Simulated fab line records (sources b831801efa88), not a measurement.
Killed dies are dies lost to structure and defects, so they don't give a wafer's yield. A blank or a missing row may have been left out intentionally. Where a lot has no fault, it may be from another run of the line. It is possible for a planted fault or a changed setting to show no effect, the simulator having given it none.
Which of the tools did it?    flow gf180mcu    6 lots with 18 wafers sampled at 2 steps, on a route of 602 steps

## WHAT THE GAUGES READ, wafer by wafer
GF_V3_THK_MEAS_03.
lot   measured      on            V3_CVD_02_THK (nm)
L113  day 22 18:47  filmMetro-02  849 860 857
L115  day 23 09:36  filmMetro-02  847 866 854
L117  day 24 09:31  filmMetro-02  847 850 871
L126  day 26 19:55  filmMetro-04  845 841 861
L128  day 27 14:38  filmMetro-02  839 850 852
L130  day 28 05:05  filmMetro-04  838 848 856

## WHICH TOOL RAN EACH LOT (tool, then ch and the chambers of the sampled wafers, then the start)
lot   GF_V3_CVD_02
L113  pecvd-02 ch 0,2, day 22 18:42
L115  pecvd-03 ch 0,1,2, day 23 09:32
L117  pecvd-03 ch 0,2, day 24 09:27
L126  pecvd-04 ch 0,1,2, day 26 19:51
L128  pecvd-03 ch 1,2, day 27 14:32
L130  pecvd-04 ch 0,1,2, day 28 05:01
- GF_V3_CVD_02: deposits SiO2 from TEOS, target thk 850 nm, time 94.851 s.

## THE ANSWER, worked out from the rows above alone
Rule: what is usual is taken from the lots themselves. Put in order of their means at a reading, lots are off if they are a third of the lots or fewer, leave a main group of 4 or more, and stand apart from it by a gap of 3 or more times the standard deviation of the main group's means; of several such gaps the widest counts. A main group is skipped when, at the precision printed for the reading in the tables above, its means are all equal. A lot without any number at a reading at which 4 lots or more have one is off too. The other lots that the step has rows for count as sound.
No lot is off on any of the readings shown, so nothing can be concluded from this.

## WHAT THE SIMULATOR HAD PUT IN
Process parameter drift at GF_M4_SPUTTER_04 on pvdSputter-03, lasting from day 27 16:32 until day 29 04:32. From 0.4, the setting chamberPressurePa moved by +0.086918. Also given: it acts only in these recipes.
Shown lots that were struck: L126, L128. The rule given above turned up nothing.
